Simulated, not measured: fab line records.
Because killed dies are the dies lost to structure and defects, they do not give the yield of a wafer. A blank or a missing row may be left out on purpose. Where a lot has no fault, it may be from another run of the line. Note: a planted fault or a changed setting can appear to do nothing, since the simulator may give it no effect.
Struck lot and sound lot, side by side || flow sky130 || 44 steps out of a route of 708
Sound: these wafers, L784.2, L784.3, L784.5. The struck wafers were L775.1, L775.2, L775.4. The cause is named last.
At each step with rows: each side's tool, then ch and its chambers, then its first start. Under that, the readings that differ: sound wafers || struck wafers || difference of the means || sigmas: that difference in standard deviations of wafers without a fault.
alike: readings with means less than 2 such deviations apart, plus words and numbers identical on both sides. not compared: withheld readings, readings lacking a value on some wafer, bounds such as >300 that could conceal the same value, and numbers that have no deviation in the record and whose values overlap.
A row with sigmas, a row that says differs or no value, or rows on one side alone: a step with any of these is where the two part. Numbers that don't overlap but have no deviation are shown without sigmas and don't part them. A reading that every wafer of one side lacks parts them only if that side has two wafers or more.

first, 3 steps without rows for these wafers: SKY_FIELD_ISO_CLEAN_20 (cleans in dHF, time 19.36 s); SKY_FIELD_ISO_WET_ETCH_21 (etches SiO2 in dHF, target depth 20 nm, time 400 s); SKY_FIELD_ISO_OXIDATION_22 (stabilise 600 s, purge 300 s, target thk 10 nm).
SKY_FIELD_ISO_THK_MEAS_23:
  sound on film-metro-01, day 5 10:11; struck on film-metro-01, day 3 13:46
  alike: FIELD_ISO_OXIDATION_01_THK
then, 1 step without rows for these wafers: SKY_FIELD_ISO_CVD_24 (deposits SiO2, target thk 595 nm, time 99.2 s).
SKY_FIELD_ISO_THK_MEAS_25:
  sound on film-metro-03, day 5 10:19; struck on film-metro-02, day 3 13:54
  alike: FIELD_ISO_CVD_24_THK
then, 1 step without rows for these wafers: SKY_FIELD_ISO_ANNEAL_26 (time 1800 s).
SKY_FIELD_ISO_CMP_27: polishes, stops on Si3N4, t overpolish 16 s, target thk 457.8 nm.
  sound on cmp-02 ch 1,3, day 5 13:14; struck on cmp-02 ch 0,1,2, day 3 16:49
{"reading": "platen-rpm (rpm)", "sound": "60.02 59.86 59.94", "struck": "60.07 60.02 60.01", "difference": "+0.09", "sigmas": "+2"}
  alike: edge-zone-pressure-frac, motor-current-A, overpolish-run-s, time-to-endpoint-s
then, 4 steps without rows for these wafers: SKY_FIELD_ISO_WET_ETCH_28 (etches SiO2 in dHF, target depth 23.7 nm, time 47 s); SKY_FIELD_ISO_WET_ETCH_29 (etches Si3N4 in H3PO4, target depth 160 nm, time 1825 s); SKY_FIELD_ISO_WET_ETCH_30 (etches SiO2 in dHF, target depth 25 nm, time 50 s); SKY_NWELL_CLEAN_00 (cleans in SC1/SC2, time 150 s).
SKY_NWELL_OXIDATION_01: stabilise 600 s, purge 300 s, target thk 10 nm.
  sound on furnace-02 ch 0, day 5 15:58; struck on furnace-01 ch 0, day 3 18:38
{"reading": "spike-tc-bottom-C (C)", "sound": "920.6 919.7 920.1", "struck": "952.6 952.2 953.9", "difference": "+32.8", "sigmas": "+25"}
{"reading": "spike-tc-centre-C (C)", "sound": "899.0 900.4 900.9", "struck": "930.4 929.0 929.7", "difference": "+29.6", "sigmas": "+30"}
{"reading": "spike-tc-lower-C (C)", "sound": "899.6 899.5 899.4", "struck": "930.1 926.7 929.9", "difference": "+29.4", "sigmas": "+24"}
{"reading": "spike-tc-top-C (C)", "sound": "908.6 908.1 909.4", "struck": "934.5 934.4 934.8", "difference": "+25.9", "sigmas": "+11"}
{"reading": "spike-tc-upper-C (C)", "sound": "900.0 899.5 900.7", "struck": "929.2 929.3 930.9", "difference": "+29.7", "sigmas": "+32"}
{"reading": "tube-center-temp-C (C)", "sound": "899.95 900.01 900.1", "struck": "930.37 930.32 930.33", "difference": "+30.32", "sigmas": "+99 or more"}
{"reading": "tube_center_temp_C_max", "sound": "902.2 902.2 902.7", "struck": "932.7 932.7 933.3", "difference": "+30.5", "sigmas": "+80"}
{"reading": "zone-power-bottom-pct (%)", "sound": "27.2 27.1 27.4", "struck": "29.1 29.0 29.2", "difference": "+1.9", "sigmas": "+5"}
{"reading": "zone-power-centre-pct (%)", "sound": "17.44 17.40 17.36", "struck": "18.66 19.18 18.90", "difference": "+1.51", "sigmas": "+7"}
{"reading": "model.SiO2_of_NWELL_OXIDATION_01.thk-nm (nm)", "sound": "9.892 9.999 9.984", "struck": "13.83 13.68 13.71", "difference": "+3.78", "sigmas": ""}
SKY_NWELL_THK_MEAS_02:
  sound on film-metro-01, day 5 17:23; struck on film-metro-02, day 3 20:02
{"reading": "NWELL_OXIDATION_THK (nm)", "sound": "9.88 10.04 9.99", "struck": "13.81 13.71 13.72", "difference": "+3.78", "sigmas": "+21"}
then, 8 steps without rows for these wafers: SKY_DNWELL_DEHYDRATE_00 (time 60 s); SKY_DNWELL_HMDS_01 (prime time 60 s); SKY_DNWELL_COAT_02 (resist thk 3000 nm); SKY_DNWELL_SOFTBAKE_03; SKY_DNWELL_EXPOSE_04 (exposes mask DNM, target cd 3000 nm); SKY_DNWELL_PEB_05; SKY_DNWELL_DEVELOP_06 (develop time 60 s); SKY_DNWELL_IMPLANT_07.
SKY_DNWELL_STRIP_08: strips in O2/N2.
  sound on plasma-asher-04 ch 0, day 6 12:50; struck on plasma-asher-04 ch 0,1, day 4 13:05
  alike: drypump-motor-current-A, oes-product-au, strip-time-to-endpoint-s
  not compared: rf-hours-counter-h
SKY_DNWELL_TW_MEAS_09:
  sound on film-metro-01, day 6 12:56; struck on film-metro-04, day 4 13:11
  alike: DNWELL_TW
then, 7 steps without rows for these wafers: SKY_PWDE_DEHYDRATE_00 (time 60 s); SKY_PWDE_HMDS_01 (prime time 60 s); SKY_PWDE_COAT_02 (resist thk 3000 nm); SKY_PWDE_SOFTBAKE_03; SKY_PWDE_EXPOSE_04 (exposes mask PWDEM, target cd 840 nm); SKY_PWDE_PEB_05; SKY_PWDE_DEVELOP_06 (develop time 60 s).
SKY_PWDE_OVL_MEAS_07:
  sound on overlay-02, day 7 08:09; struck on overlay-01, day 5 07:51
  alike: PWDE_OVL
following that, these wafers have no rows for 1 step: SKY_PWDE_IMPLANT_08.
SKY_PWDE_STRIP_09: strips in O2/N2.
  sound on plasma-asher-04 ch 0,1, day 7 08:20; struck on plasma-asher-01 ch 0,1, day 5 08:02
{"reading": "strip-time-to-endpoint-s (s)", "sound": "36.87 36.77 36.77", "struck": "37.12 37.05 37.08", "difference": "+0.28", "sigmas": "+3"}
  alike: drypump-motor-current-A, oes-product-au
  not compared: rf-hours-counter-h
SKY_PWDE_TW_MEAS_10:
  sound on film-metro-01, day 7 08:26; struck on film-metro-04, day 5 08:08
  alike: PWDE_TW
then, 7 steps without rows for these wafers: SKY_NWELL_DEHYDRATE_03 (time 60 s); SKY_NWELL_HMDS_04 (prime time 60 s); SKY_NWELL_COAT_05 (resist thk 3000 nm); SKY_NWELL_SOFTBAKE_06; SKY_NWELL_EXPOSE_07 (exposes mask NWM, target cd 840 nm); SKY_NWELL_PEB_08; SKY_NWELL_DEVELOP_09 (develop time 62.75 s).
-- the record jumps here: 10 days lie between the struck wafers' starts before and after (it left off in module NWELL and takes up again in module SONOS_ONO, whose first step shown is number 183 of the route) --
SKY_SONOS_ONO_ETCH_15: etches the open film in CHF3/O2, target depth 19.52 nm, time 7.8 s.
  sound on rie-diel-03 ch 2,3, day 18 01:20; struck on rie-diel-02 ch 0,2,3, day 14 23:27
{"reading": "throttle-valve-pct (%)", "sound": "8.802 8.815 8.822", "struck": "8.836 8.839 8.834", "difference": "+0.023", "sigmas": "+2"}
{"reading": "model.SiO2_of_NWELL_OXIDATION_01.thk-nm (nm)", "sound": "5.381 5.412 5.466", "struck": "9.267 9.254 9.235", "difference": "+3.832", "sigmas": ""}
  alike: drypump-motor-current-A, oes-product-au
  not compared: rf-hours-counter-h
-- here the record skips 33 days between the struck wafers' starts before and after, leaving off in module SONOS_ONO and picking up in module PAD_OPEN (first step shown: number 708 of the route) --
SKY_PAD_OPEN_PROBE_99:
  sound on prober-02, day 50 01:35; struck on prober-01, day 48 02:56
{"reading": "model.etest.pfet_01v8_mvt.off-log10-a-um", "sound": "-10.91 -10.71 -10.61", "struck": "-11.24 -11.2 -11.15", "difference": -0.45, "sigmas": ""}
{"reading": "model.etest.pfet_01v8.off-log10-a-um", "sound": "-9.797 -9.909 -9.577", "struck": "-10.08 -10.13 -10.06", "difference": -0.33, "sigmas": ""}
{"reading": "model.etest.pfet-g5v0d10v5.off-log10-a-um", "sound": "-12.57 -12.63 -12.19", "struck": "-13.07 -12.8 -12.96", "difference": -0.48, "sigmas": ""}
{"reading": "model.etest.pfet_01v8_mvt.vt-sat-v (V)", "sound": "-0.5743 -0.5756 -0.5581", "struck": "-0.613 -0.6057 -0.6073", "difference": -0.039, "sigmas": ""}
{"reading": "model.etest.pfet-g5v0d10v5.vt-sat-v (V)", "sound": "-0.6197 -0.6481 -0.5846", "struck": "-0.6878 -0.6616 -0.6867", "difference": -0.0612, "sigmas": ""}
{"reading": "model.etest.pfet_01v8_mvt.vt-v (V)", "sound": "-0.6585 -0.6619 -0.6483", "struck": "-0.6976 -0.6888 -0.6913", "difference": -0.0363, "sigmas": ""}
  alike: killed_at_M0_to_M3, killed_at_M4_up, killed-at-contacts, killed-at-front-end, killed-at-other, killed-dies, killed-open, killed-short
  not compared: model.etest.tip-p.rs-ohm-sq, model.etest.pfet_01v8_mvt.drive-ua-um

WHERE THEY PART
At SKY_FIELD_ISO_CMP_27 first; at SKY_SONOS_ONO_ETCH_15 last (within this record only). Later steps at which nothing parts them and some readings are alike: SKY_PAD_OPEN_PROBE_99.

WHY: what had been put in by the simulator
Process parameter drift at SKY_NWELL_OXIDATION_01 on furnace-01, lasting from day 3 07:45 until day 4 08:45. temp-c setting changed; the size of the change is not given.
